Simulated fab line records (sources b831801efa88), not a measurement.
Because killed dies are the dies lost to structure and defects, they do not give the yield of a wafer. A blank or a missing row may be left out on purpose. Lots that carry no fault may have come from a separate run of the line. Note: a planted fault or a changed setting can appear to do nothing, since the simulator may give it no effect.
Struck lot and sound lot, side by side / flow sky130 / 17 out of 708 route steps
Sound: wafers L158.3, L158.4, L158.5. Struck: wafer L170.3 (L170.5, L170.6, from the same lot, were not struck and are left out); the cause is given at the end.
Each step with rows lists, per side, the tool, then ch with its chambers, then its first start. Under that, the readings that differ: sound wafers / struck wafers / difference of the means / sigmas: that difference in standard deviations of wafers without a fault.
alike: a reading whose means differ by less than 2 such deviations, as well as words and numbers matching on both sides. not compared: withheld readings; readings where some wafer has no value; bounds like >300 that might hide an equal value; numbers whose values overlap and for which the record gives no deviation.
Wherever a step has rows on one side only, a row that says differs or no value, or a row with sigmas, the two part there. Numbers that don't overlap but have no deviation are shown without sigmas and don't part them. A reading missing from all wafers of one side parts the sides only when that side holds two or more wafers.

SKY_LDD_P_OVL_MEAS_08:
  sound: overlay-01 at day 24 16:17; struck: overlay-02 at day 25 06:41
  alike: LDD_P_OVL
then, 1 step without rows for these wafers: SKY_LDD_P_IMPLANT_09.
SKY_LDD_P_STRIP_10: strips in O2/N2.
  sound on plasma_asher-01 ch 0,1, day 24 16:29; struck on plasma_asher-03 ch 0, day 25 06:53
reading=strip_time_to_endpoint_s (s); sound=14.07 14.09 14.08; struck=14.17; difference=+0.09; sigmas=+2
  alike: drypump_motor_current_A, oes_product_au
  not compared: rf_hours_counter_h
SKY_LDD_P_TW_MEAS_11:
  sound: film_metro-04 at day 24 16:35; struck: film_metro-03 at day 25 06:59
  alike: LDD_P_TW
then, 7 steps without rows for these wafers: SKY_LDD_HVN_DEHYDRATE_00 (time 60 s); SKY_LDD_HVN_HMDS_01 (prime time 60 s); SKY_LDD_HVN_COAT_02 (resist thk 300 nm); SKY_LDD_HVN_SOFTBAKE_03 (time 60 s); SKY_LDD_HVN_EXPOSE_04 (exposes mask HVNTM, target cd 700 nm); SKY_LDD_HVN_PEB_05; SKY_LDD_HVN_DEVELOP_06 (develop time 60 s).
SKY_LDD_HVN_OVL_MEAS_07:
  sound: overlay-02 at day 25 21:33; struck: overlay-02 at day 26 12:04
  alike: LDD_HVN_OVL
SKY_LDD_HVN_IMPLANT_08:
  sound on implanter-01 ch 0, day 25 21:38; struck on implanter-04 ch 0, day 26 12:08
SKY_LDD_HVN_STRIP_09: strips in O2/N2.
  sound on plasma_asher-04 ch 0,1, day 25 21:46; struck on plasma_asher-03 ch 0, day 26 12:17
  alike: drypump_motor_current_A, oes_product_au, strip_time_to_endpoint_s
  not compared: rf_hours_counter_h
SKY_LDD_HVN_TW_MEAS_10:
  sound: film_metro-02 at day 25 21:51; struck: film_metro-04 at day 26 12:22
reading=LDD_HVN_TW; sound=1423 1420 1419; struck=1458; difference=+37; sigmas=+5
then, 1 step without rows for these wafers: SKY_LDD_HVP_DEHYDRATE_00 (time 60 s).
-- a jump in the record: the struck wafers' starts before and after are 23 days apart (it breaks off in module LDD_HVP and resumes in module PAD_OPEN, where the first step shown is number 708 of the route) --
SKY_PAD_OPEN_PROBE_99:
  sound: prober-02 at day 49 14:48; struck: prober-01 at day 49 23:40
reading=model.etest.tip_n_5v.rs_ohm_sq; sound=1409 1411 1391; struck=1341; difference=-63; sigmas=
  alike: killed_at_M0_to_M3, killed_at_M4_up, killed_at_contacts, killed_at_front_end, killed_at_other, killed_dies, killed_open, killed_short

## WHERE THEY PART
Earliest at SKY_LDD_P_STRIP_10; latest, in this record, at SKY_LDD_HVN_TW_MEAS_10. Later steps at which nothing parts them and some readings are alike: SKY_PAD_OPEN_PROBE_99.

WHY: what the simulator had put in
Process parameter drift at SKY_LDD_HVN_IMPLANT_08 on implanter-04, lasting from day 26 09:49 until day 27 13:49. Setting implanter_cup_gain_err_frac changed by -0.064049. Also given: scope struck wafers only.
